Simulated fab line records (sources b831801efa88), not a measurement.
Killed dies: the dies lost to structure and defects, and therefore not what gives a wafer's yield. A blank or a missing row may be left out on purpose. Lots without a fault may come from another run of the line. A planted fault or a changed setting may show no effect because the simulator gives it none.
fab line records	flow sky130
[record] lots = 14	wafers = 42	lastDay = 50
route steps=708 shown LDD_N@254 LDD_HVN@274 LDD_LDN@297 POLY_CUT@316 PAD_OPEN@708
lots that met no fault: from a run of the same line without faults
startH: the number of hours between the record's first day and the start of the first shown wafer of the lot	waitH: hours since the lot's step before	" repeats the value in the row above	L1.1+2: one row covering several wafers at once	- no value, or no start given	* or withheld: withheld	< > ~ a bound
route shown NAME@n: NAME is a module with steps in the file, n the number in the route of the first one	usual: the fault-free wafers' mean and standard deviation	same: alike in all rows	chamber/n: place in a boat	sites: per-site readings	_std_site: the values' standard deviation	_edge_site: mean of outer sites minus mean of inner sites	radiusMm: for every site, how far away it sits from the centre of the wafer	mask NAME#n: copy n	behind: tool/chamber where the wafer was last shaped	hold: reason for holding the lot/hours on hold/outcome of the hold	device: which transistor (n, p or np) failed to switch	end of line: tests run on the same wafers once the route is complete	for a step that has no rows: nothing shown but its recipe	killed: at the first sort, the dies lost to defects and structure; wafer yield is something else	map: shows each die of a wafer: x if killed, . if not, _ if none is there
set.NAME: setting as actually run; set.NAME@STEP: the setting as run at that earlier step	model.NAME: the simulator's own value behind a step, which no gauge read
one table for each step of the route and one row for each wafer, over a sample of lots
services: when a tool's chamber went out of use (startH, in hours from the record's first day, below 0 if earlier), for how many hours, and the reason
[[steps]]
[step SKY_LDD_N_TW_MEAS_17]
[usual] LDD_N_TW = 2594/24
lot.wafer	tool	chamber	startH	waitH	LDD_N_TW
L739.2	filmMetro-04	-	393.61	0.2	2623
L739.4	"	-	"	"	2619
L739.5	"	-	"	"	2627
L742.1	filmMetro-02	-	414.58	0.1	2593
L742.5	"	-	"	"	2585
L742.6	"	-	"	"	2586
L741.1	filmMetro-04	-	414.88	0.1	2627
L741.3	"	-	"	"	2623
L741.6	"	-	"	"	2605
L743.4	filmMetro-02	-	429.20	0.1	2607
L743.5	"	-	"	"	2592
L743.6	"	-	"	"	2593
L745.1	filmMetro-02	-	470.25	0.1	2604
L745.4	"	-	"	"	2596
L745.5	"	-	"	"	2599
L748.2	filmMetro-02	-	482.76	0.1	2596
L748.4	"	-	"	"	2611
L748.5	"	-	"	"	2600
L750.1	filmMetro-02	-	497.20	0.1	2601
L750.2	"	-	"	"	2595
L750.3	"	-	"	"	2585
L756.3	filmMetro-03	-	551.50	0.1	2557
L756.5	"	-	"	"	2559
L756.6	"	-	"	"	2544
L757.1	filmMetro-02	-	554.27	0.1	2608
L757.4	"	-	"	"	2621
L757.5	"	-	"	"	2609
L758.2	filmMetro-04	-	569.04	0.1	2602
L758.3	"	-	"	"	2608
L758.5	"	-	"	"	2606
L759.1	filmMetro-03	-	574.92	0.1	2555
L759.2	"	-	"	"	2577
L759.6	"	-	"	"	2555
L760.1	filmMetro-04	-	577.32	0.1	2617
L760.2	"	-	"	"	2614
L760.3	"	-	"	"	2624
L761.2	filmMetro-03	-	587.06	0.1	2562
L761.3	"	-	"	"	2565
L761.6	"	-	"	"	2564
L762.2	filmMetro-02	-	598.16	0.1	2600
L762.3	"	-	"	"	2609
L762.5	"	-	"	"	2595
[step SKY_LDD_HVN_OVL_MEAS_07]
[usual] LDD_HVN_OVL = -0.4/1.4
lot.wafer	tool	chamber	startH	waitH	LDD_HVN_OVL[nm]
L739.2	overlay-02	-	454.91	0.1	-2.7
L739.4	"	-	"	"	-2.6
L739.5	"	-	"	"	-0.9
L742.1	overlay-02	-	475.60	0.1	-3.0
L742.5	"	-	"	"	-2.7
L742.6	"	-	"	"	-0.7
L741.1	overlay-01	-	476.26	0.1	-1.1
L741.3	"	-	"	"	-0.1
L741.6	"	-	"	"	-1.5
L743.4	overlay-02	-	491.83	0.1	-1.1
L743.5	"	-	"	"	0.8
L743.6	"	-	"	"	-0.2
L745.1	overlay-02	-	530.71	0.1	1.0
L745.4	"	-	"	"	-0.5
L745.5	"	-	"	"	-0.7
L748.2	overlay-02	-	543.04	0.1	-1.3
L748.4	"	-	"	"	0.8
L748.5	"	-	"	"	0.5
L750.1	overlay-02	-	557.26	0.1	-0.5
L750.2	"	-	"	"	2.2
L750.3	"	-	"	"	-0.4
L756.3	overlay-02	-	608.87	0.1	1.8
L756.5	"	-	"	"	1.7
L756.6	"	-	"	"	-0.3
L757.1	overlay-01	-	612.55	0.1	-1.4
L757.4	"	-	"	"	-0.5
L757.5	"	-	"	"	1.4
L758.2	overlay-01	-	626.62	0.1	2.7
L758.3	"	-	"	"	1.0
L758.5	"	-	"	"	0.3
L759.1	overlay-02	-	631.51	0.1	-2.0
L759.2	"	-	"	"	-2.3
L759.6	"	-	"	"	-2.1
L760.1	overlay-01	-	634.60	0.1	1.8
L760.2	"	-	"	"	-0.2
L760.3	"	-	"	"	-0.9
L761.2	overlay-02	-	643.86	0.1	-0.1
L761.3	"	-	"	"	-4.2
L761.6	"	-	"	"	0.5
L762.2	overlay-01	-	654.26	0.1	-1.2
L762.3	"	-	"	"	-0.1
L762.5	"	-	"	"	0.8
[step SKY_LDD_LDN_IMPLANT_08]
[recipe] species = As	energyKev = 15	doseCm2 = 1.25e+13	tiltDeg = withheld	rotationDeg = 23
[usual] doseIonsCm2 = 1.2501e+13/1.4e+10	faradayCurrentUA = 70.7/1.3	rotationDeg = 23.004/0.021
[same] implantIonAmu = 75
lot.wafer	tool	chamber	startH	waitH	doseIonsCm2	faradayCurrentUA	rotationDeg
L739.2	implanter-04	0	516.15	0.0	1.2504e+13	69.5	22.978
L739.4	"	0	"	"	1.2501e+13	70.0	22.959
L739.5	"	0	"	"	1.2504e+13	71.4	22.956
L742.1	implanter-01	0	536.33	0.0	1.2514e+13	72.2	23.017
L742.5	"	0	"	"	1.2513e+13	69.4	23.012
L742.6	"	0	"	"	1.2509e+13	70.0	23.013
L741.1	implanter-03	0	536.77	0.0	1.2512e+13	73.5	23.026
L741.3	"	0	"	"	1.2514e+13	68.4	23.037
L741.6	"	0	"	"	1.2501e+13	70.6	23.029
L743.4	implanter-04	0	552.95	0.1	1.2509e+13	71.1	23.014
L743.5	"	0	"	"	1.2506e+13	72.1	23.018
L743.6	"	0	"	"	1.2516e+13	69.2	22.971
L745.1	implanter-01	0	590.27	0.0	1.2492e+13	71.4	22.999
L745.4	"	0	"	"	1.2505e+13	69.9	22.996
L745.5	"	0	"	"	1.25e+13	71.5	23.005
L748.2	implanter-01	0	600.87	0.0	1.1822e+13	65.9	23.031
L748.4	"	0	"	"	1.18e+13	67.0	22.995
L748.5	"	0	"	"	1.1804e+13	65.4	23.001
L750.1	implanter-01	0	615.60	0.0	1.182e+13	66.3	22.979
L750.2	"	0	"	"	1.1822e+13	65.9	23.036
L750.3	"	0	"	"	1.1821e+13	65.9	23.000
L756.3	implanter-04	0	664.38	0.1	1.2511e+13	72.1	22.996
L756.5	"	0	"	"	1.248e+13	69.9	23.025
L756.6	"	0	"	"	1.2511e+13	73.2	23.007
L757.1	implanter-03	0	668.85	0.0	1.2499e+13	71.4	23.017
L757.4	"	0	"	"	1.248e+13	72.9	23.010
L757.5	"	0	"	"	1.2484e+13	72.3	23.045
L758.2	implanter-04	0	682.90	0.0	1.2495e+13	71.8	23.047
L758.3	"	0	"	"	1.2508e+13	69.5	23.015
L758.5	"	0	"	"	1.2508e+13	71.3	23.025
L759.1	implanter-04	0	687.22	0.0	1.2476e+13	70.8	23.032
L759.2	"	0	"	"	1.2489e+13	72.7	23.035
L759.6	"	0	"	"	1.2488e+13	70.2	22.997
L760.1	implanter-04	0	689.27	0.0	1.2488e+13	69.0	23.017
L760.2	"	0	"	"	1.2517e+13	70.1	23.012
L760.3	"	0	"	"	1.2503e+13	68.8	23.019
L761.2	implanter-03	0	700.05	0.0	1.2502e+13	70.6	22.995
L761.3	"	0	"	"	1.2507e+13	69.8	22.990
L761.6	"	0	"	"	1.2479e+13	70.9	22.996
L762.2	implanter-03	0	710.07	0.0	1.2484e+13	71.0	23.006
L762.3	"	0	"	"	1.2479e+13	69.9	22.978
L762.5	"	0	"	"	1.2474e+13	71.1	22.983
[step SKY_POLY_CUT_OVL_MEAS_09]
[usual] POLY_CUT_OVL = 4/6.2
lot.wafer	tool	chamber	startH	waitH	POLY_CUT_OVL[nm]
L739.2	overlay-01	-	547.77	0.1	8
L739.4	"	-	"	"	4
L739.5	"	-	"	"	0
L741.1	overlay-01	-	568.11	0.1	11
L741.3	"	-	"	"	8
L741.6	"	-	"	"	8
L742.1	overlay-02	-	568.16	0.1	-3
L742.5	"	-	"	"	-4
L742.6	"	-	"	"	-4
L743.4	overlay-02	-	584.44	0.1	-4
L743.5	"	-	"	"	5
L743.6	"	-	"	"	-1
L745.1	overlay-02	-	621.46	0.1	4
L745.4	"	-	"	"	3
L745.5	"	-	"	"	2
L748.2	overlay-02	-	631.32	0.1	11
L748.4	"	-	"	"	11
L748.5	"	-	"	"	9
L750.1	overlay-01	-	645.57	0.1	12
L750.2	"	-	"	"	7
L750.3	"	-	"	"	12
L756.3	overlay-02	-	694.32	0.1	9
L756.5	"	-	"	"	16
L756.6	"	-	"	"	17
L757.1	overlay-02	-	698.52	0.1	1
L757.4	"	-	"	"	-10
L757.5	"	-	"	"	5
L758.2	overlay-01	-	713.28	0.1	6
L758.3	"	-	"	"	10
L758.5	"	-	"	"	7
L759.1	overlay-02	-	717.46	0.1	2
L759.2	"	-	"	"	0
L759.6	"	-	"	"	1
L760.1	overlay-01	-	718.71	0.1	-1
L760.2	"	-	"	"	2
L760.3	"	-	"	"	7
L761.2	overlay-02	-	731.77	0.1	-3
L761.3	"	-	"	"	3
L761.6	"	-	"	"	-9
L762.2	overlay-01	-	740.26	0.1	11
L762.3	"	-	"	"	6
L762.5	"	-	"	"	-5
[step SKY_PAD_OPEN_PROBE_99]
[usual] killed_at_M0_to_M3 = 44/6.4	killed_at_M4_up = 3.4/2.1	killedAtContacts = 23/5	killedAtFrontEnd = 15/4.5	killedAtOther = 0.3/0.54	killedDies = 86/9.5	killedOpen = 48/6.9	killedShort = 38/5.9
[same] grossDies = 492	killedAtBackSide = 0
lot.wafer	tool	chamber	startH	waitH	killed_at_M0_to_M3	killed_at_M4_up	killedAtContacts	killedAtFrontEnd	killedAtOther	killedDies	killedOpen	killedShort
L739.2	prober-01	-	1069.06	0.1	48	1	21	22	0	92	54	38
L739.4	prober-01	-	1069.16	0.2	48	6	24	16	0	94	53	39
L739.5	prober-01	-	1069.21	0.2	44	2	20	17	0	83	48	35
L742.1	prober-01	-	1083.81	0.1	46	1	14	16	0	77	43	33
L742.5	prober-01	-	1084.01	0.2	44	1	20	11	0	76	40	35
L742.6	prober-01	-	1084.06	0.2	32	4	24	10	0	70	38	31
L741.1	prober-02	-	1084.11	0.1	45	6	27	12	0	90	49	41
L741.3	prober-02	-	1084.21	0.2	39	3	21	20	1	84	44	40
L741.6	prober-02	-	1084.36	0.2	44	3	30	12	0	89	46	43
L743.4	prober-01	-	1094.88	0.2	48	9	24	14	0	95	45	50
L743.5	prober-01	-	1094.93	0.2	31	5	19	14	0	69	39	30
L743.6	prober-01	-	1094.98	0.2	50	5	21	22	0	98	50	47
L745.1	prober-02	-	1115.89	0.1	57	3	18	20	1	99	47	52
L745.4	prober-02	-	1116.04	0.2	44	5	22	12	0	83	45	38
L745.5	prober-02	-	1116.09	0.2	56	4	29	16	1	106	50	56
L748.2	prober-02	-	1126.78	0.1	38	2	23	17	0	80	39	41
L748.4	prober-02	-	1126.88	0.2	41	0	29	16	0	86	57	29
L748.5	prober-02	-	1126.93	0.2	36	2	26	8	0	72	41	31
L750.1	prober-02	-	1134.41	0.1	36	11	16	12	0	75	43	32
L750.2	prober-02	-	1134.46	0.1	45	2	14	14	0	75	42	33
L750.3	prober-02	-	1134.51	0.2	45	5	20	14	0	84	48	35
L756.3	prober-02	-	1169.66	0.2	45	2	25	18	0	90	54	36
L756.5	prober-02	-	1169.76	0.2	46	4	26	20	1	97	52	45
L756.6	prober-02	-	1169.81	0.2	48	5	13	22	0	88	49	36
L757.1	prober-01	-	1169.70	0.1	46	1	29	17	0	93	55	38
L757.4	prober-01	-	1169.85	0.2	53	6	23	14	1	97	54	42
L757.5	prober-01	-	1169.90	0.2	34	6	19	16	0	75	41	33
L758.2	prober-02	-	1178.88	0.1	54	3	17	5	1	80	40	40
L758.3	prober-02	-	1178.93	0.2	45	5	28	15	1	94	59	34
L758.5	prober-02	-	1179.03	0.2	37	3	21	18	0	79	38	41
L759.1	prober-01	-	1182.29	0.1	43	3	26	12	0	84	44	40
L759.2	prober-01	-	1182.34	0.1	40	5	35	16	1	97	59	38
L759.6	prober-01	-	1182.54	0.2	35	3	25	18	0	81	49	32
L760.1	prober-02	-	1184.50	0.1	46	7	35	10	0	98	47	51
L760.2	prober-02	-	1184.55	0.1	47	1	38	17	0	103	59	44
L760.3	prober-02	-	1184.60	0.2	43	0	32	16	1	92	52	39
L761.2	prober-01	-	1190.10	0.1	40	4	20	23	0	87	53	34
L761.3	prober-01	-	1190.15	0.2	47	1	20	16	1	85	52	33
L761.6	prober-01	-	1190.30	0.2	37	2	21	10	0	70	31	38
L762.2	prober-02	-	1196.46	0.1	52	3	16	14	0	85	50	35
L762.3	prober-02	-	1196.51	0.2	42	3	26	13	0	84	50	33
L762.5	prober-02	-	1196.61	0.2	35	5	22	19	0	81	42	39
// killed by level:class
L739.2 VIA1:geometricParticle:open=10 FIELD_ISO:geometricParticle:short=8 FIELD_ISO:geometricParticle:open=8 LI_CONTACT:geometricParticle:open=8 LOCAL_INTERCONNECT:geometricParticle:short=7 VIA2:geometricParticle:open=7 VIA3:geometricParticle:open=7 VIA3:geometricParticle:short=6
L739.4 VIA2:geometricParticle:open=12 CONTACT:geometricParticle:open=9 METAL1:geometricParticle:short=6 VIA1:geometricParticle:open=6 VIA3:geometricParticle:open=6 LI_CONTACT:geometricParticle:open=5 LOCAL_INTERCONNECT:geometricParticle:short=5 POLY_GATE:geometricParticle:open=4
L739.5 CONTACT:geometricParticle:open=10 VIA1:geometricParticle:open=7 METAL1:geometricParticle:short=6 VIA2:geometricParticle:open=6 LI_CONTACT:geometricParticle:open=5 VIA1:geometricParticle:short=5 VIA3:geometricParticle:open=5 POLY_GATE:geometricParticle:short=4
L742.1 VIA1:geometricParticle:open=11 CONTACT:geometricParticle:open=8 FIELD_ISO:geometricParticle:open=7 METAL1:geometricParticle:short=7 METAL2:geometricParticle:short=7 VIA1:geometricParticle:short=5 VIA3:geometricParticle:open=4 VIA2:geometricParticle:open=4
L742.5 VIA1:geometricParticle:open=12 LOCAL_INTERCONNECT:geometricParticle:short=8 METAL3:geometricParticle:short=5 VIA3:geometricParticle:open=5 METAL1:geometricParticle:short=4 FIELD_ISO:geometricParticle:open=3 LI_CONTACT:geometricParticle:open=3 LOCAL_INTERCONNECT:geometricParticle:open=3
L742.6 CONTACT:geometricParticle:open=9 VIA1:geometricParticle:open=9 LI_CONTACT:geometricParticle:open=6 METAL2:geometricParticle:short=6 METAL1:geometricParticle:short=5 LOCAL_INTERCONNECT:geometricParticle:short=4 VIA3:geometricParticle:open=4 LOCAL_INTERCONNECT:geometricParticle:open=3
L741.1 VIA1:geometricParticle:open=10 VIA3:geometricParticle:open=9 LI_CONTACT:geometricParticle:open=8 VIA2:geometricParticle:open=7 FIELD_ISO:geometricParticle:open=6 METAL4:geometricParticle:short=6 CONTACT:geometricParticle:open=5 CONTACT:geometricParticle:short=5
L741.3 VIA1:geometricParticle:open=10 VIA2:geometricParticle:open=9 CONTACT:geometricParticle:open=6 METAL2:geometricParticle:short=6 FIELD_ISO:geometricParticle:short=5 POLY_GATE:geometricParticle:short=5 CONTACT:geometricParticle:short=5 LI_CONTACT:geometricParticle:open=4
L741.6 VIA1:geometricParticle:open=12 LI_CONTACT:geometricParticle:open=10 CONTACT:geometricParticle:open=8 VIA2:geometricParticle:open=6 VIA1:geometricParticle:short=5 FIELD_ISO:geometricParticle:short=4 LI_CONTACT:geometricParticle:short=4 LOCAL_INTERCONNECT:geometricParticle:short=4
L743.4 VIA1:geometricParticle:open=19 METAL4:geometricParticle:short=9 CONTACT:geometricParticle:open=9 METAL1:geometricParticle:short=7 LI_CONTACT:geometricParticle:open=5 CONTACT:geometricParticle:short=5 VIA1:geometricParticle:short=5 FIELD_ISO:geometricParticle:short=4
L743.5 CONTACT:geometricParticle:open=9 VIA1:geometricParticle:open=7 METAL1:geometricParticle:short=6 FIELD_ISO:geometricParticle:open=4 POLY_GATE:geometricParticle:open=4 VIA2:geometricParticle:open=4 VIA3:geometricParticle:open=4 LI_CONTACT:geometricParticle:open=3
L743.6 VIA1:geometricParticle:open=11 POLY_GATE:geometricParticle:open=8 METAL1:geometricParticle:short=7 VIA2:geometricParticle:open=7 VIA1:geometricParticle:short=6 VIA2:geometricParticle:short=5 METAL3:geometricParticle:short=4 LOCAL_INTERCONNECT:geometricParticle:open=4
L745.1 CONTACT:geometricParticle:open=9 VIA1:geometricParticle:open=8 VIA3:geometricParticle:open=8 VIA1:geometricParticle:short=7 VIA2:geometricParticle:open=7 METAL2:geometricParticle:short=7 FIELD_ISO:geometricParticle:short=6 METAL1:geometricParticle:short=6
L745.4 VIA1:geometricParticle:open=14 CONTACT:geometricParticle:open=8 METAL2:geometricParticle:short=7 VIA3:geometricParticle:open=6 VIA1:geometricParticle:short=6 LI_CONTACT:geometricParticle:open=5 CONTACT:geometricParticle:short=5 FIELD_ISO:geometricParticle:open=4
L745.5 LI_CONTACT:geometricParticle:open=9 METAL2:geometricParticle:short=9 VIA2:geometricParticle:open=9 VIA1:geometricParticle:open=8 POLY_GATE:geometricParticle:short=7 METAL1:geometricParticle:short=7 CONTACT:geometricParticle:short=7 METAL2:geometricParticle:open=6
L748.2 VIA1:geometricParticle:open=9 LI_CONTACT:geometricParticle:short=8 LI_CONTACT:geometricParticle:open=6 VIA3:geometricParticle:open=6 FIELD_ISO:geometricParticle:open=5 METAL1:geometricParticle:short=5 VIA1:geometricParticle:short=5 CONTACT:geometricParticle:open=4
L748.4 VIA1:geometricParticle:open=11 LI_CONTACT:geometricParticle:open=10 CONTACT:geometricParticle:open=10 FIELD_ISO:geometricParticle:open=7 VIA2:geometricParticle:open=7 VIA3:geometricParticle:open=7 VIA1:geometricParticle:short=6 POLY_GATE:geometricParticle:short=4
L748.5 CONTACT:geometricParticle:open=10 VIA1:geometricParticle:open=9 LI_CONTACT:geometricParticle:open=6 METAL1:geometricParticle:short=6 METAL2:geometricParticle:short=5 VIA3:geometricParticle:open=5 CONTACT:geometricParticle:short=4 VIA2:geometricParticle:open=4
L750.1 VIA1:geometricParticle:open=11 CONTACT:geometricParticle:open=9 METAL4:geometricParticle:short=8 VIA2:geometricParticle:open=6 FIELD_ISO:geometricParticle:short=3 POLY_GATE:geometricParticle:open=3 LI_CONTACT:geometricParticle:open=3 METAL1:geometricParticle:short=3
L750.2 VIA1:geometricParticle:open=10 VIA3:geometricParticle:open=9 METAL2:geometricParticle:short=8 CONTACT:geometricParticle:open=6 VIA1:geometricParticle:short=6 POLY_GATE:geometricParticle:open=5 VIA2:geometricParticle:open=5 FIELD_ISO:geometricParticle:short=3
L750.3 METAL2:geometricParticle:short=9 VIA3:geometricParticle:open=9 CONTACT:geometricParticle:open=7 VIA2:geometricParticle:open=6 LI_CONTACT:geometricParticle:open=5 LOCAL_INTERCONNECT:geometricParticle:short=5 VIA1:geometricParticle:open=5 METAL1:geometricParticle:short=4
L756.3 CONTACT:geometricParticle:open=11 LI_CONTACT:geometricParticle:open=7 VIA3:geometricParticle:open=7 METAL1:geometricParticle:short=6 VIA1:geometricParticle:open=6 FIELD_ISO:geometricParticle:open=5 METAL2:geometricParticle:short=5 VIA2:geometricParticle:open=5
L757.1 CONTACT:geometricParticle:open=14 VIA2:geometricParticle:open=10 VIA3:geometricParticle:open=7 VIA1:geometricParticle:open=7 CONTACT:geometricParticle:short=6 METAL1:geometricParticle:short=6 VIA2:geometricParticle:short=5 POLY_GATE:geometricParticle:open=4
L756.5 LI_CONTACT:geometricParticle:open=9 VIA1:geometricParticle:open=8 FIELD_ISO:geometricParticle:short=7 POLY_GATE:geometricParticle:open=7 CONTACT:geometricParticle:open=7 VIA1:geometricParticle:short=7 VIA2:geometricParticle:open=6 VIA3:geometricParticle:open=5
L756.6 VIA3:geometricParticle:open=11 VIA2:geometricParticle:open=9 VIA1:geometricParticle:open=8 POLY_GATE:geometricParticle:short=6 CONTACT:geometricParticle:open=6 POLY_GATE:geometricParticle:open=5 FIELD_ISO:geometricParticle:short=4 METAL4:geometricParticle:short=4
L757.4 VIA1:geometricParticle:open=17 LI_CONTACT:geometricParticle:open=8 CONTACT:geometricParticle:open=8 VIA2:geometricParticle:open=6 METAL2:geometricParticle:short=6 FIELD_ISO:geometricParticle:short=5 VIA1:geometricParticle:short=5 METAL1:geometricParticle:short=5
L757.5 CONTACT:geometricParticle:open=7 METAL1:geometricParticle:short=7 METAL2:geometricParticle:short=7 FIELD_ISO:geometricParticle:open=6 LI_CONTACT:geometricParticle:open=6 VIA1:geometricParticle:open=5 METAL4:geometricParticle:short=5 VIA3:geometricParticle:open=4
L758.2 METAL2:geometricParticle:short=12 VIA1:geometricParticle:open=8 VIA3:geometricParticle:open=8 VIA1:geometricParticle:short=6 VIA2:geometricParticle:short=5 CONTACT:geometricParticle:open=5 METAL1:geometricParticle:short=5 LI_CONTACT:geometricParticle:open=4
L758.3 VIA1:geometricParticle:open=12 CONTACT:geometricParticle:open=11 VIA2:geometricParticle:open=11 LI_CONTACT:geometricParticle:open=8 METAL2:geometricParticle:short=5 METAL4:geometricParticle:short=5 FIELD_ISO:geometricParticle:open=4 CONTACT:geometricParticle:short=4
L758.5 LOCAL_INTERCONNECT:geometricParticle:short=6 VIA1:geometricParticle:open=6 VIA2:geometricParticle:open=6 VIA3:geometricParticle:open=6 LI_CONTACT:geometricParticle:open=5 METAL2:geometricParticle:short=5 CONTACT:geometricParticle:open=5 POLY_GATE:geometricParticle:open=4
L759.1 VIA1:geometricParticle:open=11 CONTACT:geometricParticle:open=10 LI_CONTACT:geometricParticle:open=7 METAL2:geometricParticle:short=7 VIA3:geometricParticle:open=6 FIELD_ISO:geometricParticle:short=5 CONTACT:geometricParticle:short=4 METAL1:geometricParticle:short=4
L759.2 CONTACT:geometricParticle:open=11 VIA2:geometricParticle:open=9 LI_CONTACT:geometricParticle:open=8 VIA1:geometricParticle:open=8 METAL2:geometricParticle:short=7 POLY_GATE:geometricParticle:short=6 LOCAL_INTERCONNECT:geometricParticle:open=6 VIA3:geometricParticle:open=5
L759.6 LI_CONTACT:geometricParticle:open=9 VIA1:geometricParticle:open=7 VIA2:geometricParticle:open=7 VIA3:geometricParticle:open=6 CONTACT:geometricParticle:short=6 CONTACT:geometricParticle:open=6 FIELD_ISO:geometricParticle:short=5 POLY_GATE:geometricParticle:open=4
L760.1 CONTACT:geometricParticle:open=15 LI_CONTACT:geometricParticle:open=7 VIA2:geometricParticle:open=7 CONTACT:geometricParticle:short=6 METAL1:geometricParticle:short=6 VIA1:geometricParticle:open=6 METAL2:geometricParticle:short=6 METAL4:geometricParticle:short=5
L760.2 CONTACT:geometricParticle:open=19 VIA2:geometricParticle:open=8 LI_CONTACT:geometricParticle:open=7 FIELD_ISO:geometricParticle:short=6 LI_CONTACT:geometricParticle:short=6 VIA1:geometricParticle:open=6 CONTACT:geometricParticle:short=5 VIA3:geometricParticle:open=5
L760.3 CONTACT:geometricParticle:open=13 LI_CONTACT:geometricParticle:open=9 VIA1:geometricParticle:open=8 METAL2:geometricParticle:short=7 CONTACT:geometricParticle:short=6 VIA1:geometricParticle:short=6 FIELD_ISO:geometricParticle:short=5 VIA3:geometricParticle:open=5
L761.2 VIA1:geometricParticle:open=11 CONTACT:geometricParticle:open=8 VIA3:geometricParticle:open=8 FIELD_ISO:geometricParticle:open=5 POLY_GATE:geometricParticle:open=5 POLY_GATE:geometricParticle:short=5 LI_CONTACT:geometricParticle:open=5 CONTACT:geometricParticle:short=5
L761.3 VIA1:geometricParticle:open=13 CONTACT:geometricParticle:open=10 VIA1:geometricParticle:short=7 VIA2:geometricParticle:open=7 FIELD_ISO:geometricParticle:open=6 METAL1:geometricParticle:short=5 METAL2:geometricParticle:short=5 LI_CONTACT:geometricParticle:open=4
L761.6 METAL2:geometricParticle:short=10 CONTACT:geometricParticle:open=8 VIA1:geometricParticle:open=7 LOCAL_INTERCONNECT:geometricParticle:short=5 METAL1:geometricParticle:short=5 FIELD_ISO:geometricParticle:open=3 LI_CONTACT:geometricParticle:open=3 VIA1:geometricParticle:short=3
L762.2 VIA1:geometricParticle:open=16 LI_CONTACT:geometricParticle:open=8 POLY_GATE:geometricParticle:open=6 CONTACT:geometricParticle:open=6 METAL1:geometricParticle:short=6 METAL3:geometricParticle:short=6 METAL2:geometricParticle:short=5 VIA1:geometricParticle:short=4
L762.3 VIA1:geometricParticle:open=13 CONTACT:geometricParticle:open=11 VIA2:geometricParticle:open=7 LI_CONTACT:geometricParticle:open=6 FIELD_ISO:geometricParticle:open=5 POLY_GATE:geometricParticle:open=4 LOCAL_INTERCONNECT:geometricParticle:short=4 METAL1:geometricParticle:short=4
L762.5 VIA1:geometricParticle:open=9 CONTACT:geometricParticle:open=8 LI_CONTACT:geometricParticle:open=6 FIELD_ISO:geometricParticle:open=5 POLY_GATE:geometricParticle:open=5 VIA1:geometricParticle:short=5 METAL2:geometricParticle:short=5 METAL1:geometricParticle:short=4
[[services]]
tool	chamber	startH	hours	kind
implanter-03	-	543.05	1.9	repair
implanter-01	-	555.95	2.3	repair
implanter-04	-	608.65	1.5	repair
implanter-01	-	632.75	1.8	repair
implanter-03	-	657.37	4.6	repair
implanter-04	-	665.48	5.5	repair
implanter-04	-	670.43	3.7	repair
implanter-04	-	702.89	15.6	repair
[[key]]
[firstSign] step = SKY_LDD_LDN_IMPLANT_08	reading = doseIonsCm2	direction = down	sigmas = 50	usual = *	struck = *
[effect] step = SKY_LDD_LDN_IMPLANT_08	reading = faradayCurrentUA	direction = down	sigmas = 3.7	usual = 70.7	struck = 66.1
metAt SKY_LDD_LDN_IMPLANT_08
struckLots L748,L750
testerLeftOut L748,L750
notActingAt SKY_LDD_N_TW_MEAS_17,SKY_LDD_HVN_OVL_MEAS_07,SKY_POLY_CUT_OVL_MEAS_09
onsetBetween 590.27 600.87
[fault] kind = processParameterDrift	tool = implanter-01	chamber = -	onsetH = 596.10	steps = SKY_LDD_LDN_IMPLANT_08	channel = doseCm2	offset = *	shape = step	endH = 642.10	actsIn = *	stated = *
// testerLeftOut: of these lots the tester's yield and bins aren't shown, on N5 and GAA mostly nor the transistor test; their killed dies are dies lost to structure and defects alone, not to doping, threshold or leakage, so they don't give the yield
